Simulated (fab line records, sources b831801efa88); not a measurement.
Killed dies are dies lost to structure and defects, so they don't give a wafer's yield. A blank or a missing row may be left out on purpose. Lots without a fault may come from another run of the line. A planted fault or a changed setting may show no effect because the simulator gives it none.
A struck lot beside a sound one | flow sky130 | 16 steps out of a route of 708
Sound: wafers L964.2, L964.3, L964.4. Struck: wafers L982.1, L982.2, L982.3. The cause comes at the end.
At each step with rows: each side's tool, then ch and its chambers, then its first start. Under that, the readings that differ: sound wafers | struck wafers | difference of the means | sigmas: that difference in standard deviations of wafers without a fault.
alike: readings whose means differ by less than 2 such deviations, and words and numbers that are the same on both sides. not compared: withheld readings, readings that some wafer has no value for, bounds like >300 that may hide the same value, and numbers for which the record gives no deviation and whose values overlap.
The two part at a step that has a row with sigmas, a row that says differs or no value, or rows on one side only. Numbers that don't overlap but have no deviation are shown without sigmas and don't part them. A reading that every wafer of one side lacks parts them only if that side has two wafers or more.

first, 3 steps without rows for these wafers: SKY_SONOS_TUNNEL_EXPOSE_04 (exposes mask TUNM, target cd 410 nm); SKY_SONOS_TUNNEL_PEB_05; SKY_SONOS_TUNNEL_DEVELOP_06 (develop time 60 s).
SKY_SONOS_TUNNEL_CD_MEAS_07: target cd 410 nm.
  sound on cd_sem-01, day 11 20:03; struck on cd_sem-02, day 18 02:35
  alike: cd_nm
SKY_SONOS_TUNNEL_OVL_MEAS_08:
  sound on overlay-02, day 11 20:09; struck on overlay-02, day 18 02:42
  alike: SONOS_TUNNEL_OVL
then, 3 steps without rows for these wafers: SKY_SONOS_TUNNEL_IMPLANT_09; SKY_SONOS_TUNNEL_WET_ETCH_10 (etches SiO2 in dHF, target depth 14 nm, time 280 s); SKY_SONOS_TUNNEL_STRIP_11 (strips in SPM, time 600 s).
SKY_SONOS_TUNNEL_TW_MEAS_12:
  sound on film_metro-03, day 11 20:38; struck on film_metro-02, day 18 03:08
  alike: SONOS_TUNNEL_TW
then, 2 steps without rows for these wafers: SKY_SONOS_TUNNEL_CLEAN_13 (cleans in dHF, time 20 s); SKY_SONOS_ONO_OXIDATION_00 (stabilise 600 s, purge 300 s, target thk 2.6 nm).
SKY_SONOS_ONO_THK_MEAS_01:
  sound on film_metro-03, day 12 00:42; struck on film_metro-01, day 18 05:23
  alike: SONOS_ONO_OXIDATION_THK
SKY_SONOS_ONO_CVD_02: deposits Si3N4 from DCS/NH3, target thk 10.5 nm, time 180 s.
  sound on lpcvd-02 ch 1, day 12 00:49; struck on lpcvd-02 ch 0, day 18 06:43
  reading                                     | sound             | struck            | difference | sigmas
  pressure_mtorr (mTorr)                      | 249.1 249.5 248.8 | 250.5 250.5 250.5 | +1.4       | +2
  spike_tc_centre_C (C)                       | 770.7 771.4 773.2 | 792.1 791.3 793.4 | +20.5      | +15
  spike_tc_lower_C (C)                        | 770.7 771.0 772.1 | 765.1 766.9 767.1 | -4.9       | -3
  spike_tc_top_C (C)                          | 783.3 785.0 784.3 | 786.0 788.7 786.1 | +2.7       | +2
  spike_tc_upper_C (C)                        | 769.4 771.5 770.1 | 766.2 768.3 768.8 | -2.6       | -2
  zone_power_centre_pct (%)                   | 13.0 13.0 13.0    | 22.5 22.0 22.5    | +9.3       | +8
  zone_power_upper_pct (%)                    | 12.02 12.13 12.24 | 9.72 9.61 9.73    | -2.44      | -9
  model.Si3N4_of_SONOS_ONO_CVD_02.thk_nm (nm) | 10.42 10.54 10.5  | 10.72 10.88 11.22 | +0.45      |
  alike: susceptor_temp_C, zone_power_lower_pct
SKY_SONOS_ONO_THK_MEAS_03:
  sound on film_metro-03, day 12 01:52; struck on film_metro-03, day 18 07:46
  reading                   | sound             | struck            | difference | sigmas
  SONOS_ONO_CVD_02_THK (nm) | 10.38 10.56 10.48 | 10.71 10.93 11.27 | +0.50      | +4
then, 1 step without rows for these wafers: SKY_SONOS_ONO_CVD_04 (deposits SiO2 from SiH4/N2O, target thk 5.7199 nm).
-- the record jumps here: 32 days lie between the struck wafers' starts before and after (it left off in module SONOS_ONO and takes up again in module PAD_OPEN, whose first step shown is number 708 of the route) --
SKY_PAD_OPEN_PROBE_99:
  sound on prober-01, day 46 06:04; struck on prober-01, day 50 12:36
  alike: killed_at_M0_to_M3, killed_at_M4_up, killed_at_contacts, killed_at_front_end, killed_at_other, killed_dies, killed_open, killed_short
  not compared: model.etest.sonos_erased.drive_ua_um, model.etest.sonos_uncharged.r_on_ohm_um, model.etest.cap_ono.gate_log10_a_cm2, model.etest.sonos_programmed.off_log10_a_um, model.etest.cap_ono.gate_bv_v, model.etest.cap_ono.tox_acc_nm, model.etest.sonos_programmed.vt_v, model.etest.sonos_erased.vt_v

WHERE THEY PART
First at SKY_SONOS_ONO_CVD_02; last, within this record, at SKY_SONOS_ONO_THK_MEAS_03. Later steps at which nothing parts them and some readings are alike: SKY_PAD_OPEN_PROBE_99.

WHY: what the simulator had put in
Process parameter drift: lpcvd-02, from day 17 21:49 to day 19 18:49, at SKY_SONOS_ONO_CVD_02. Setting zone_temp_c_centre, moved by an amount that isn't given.
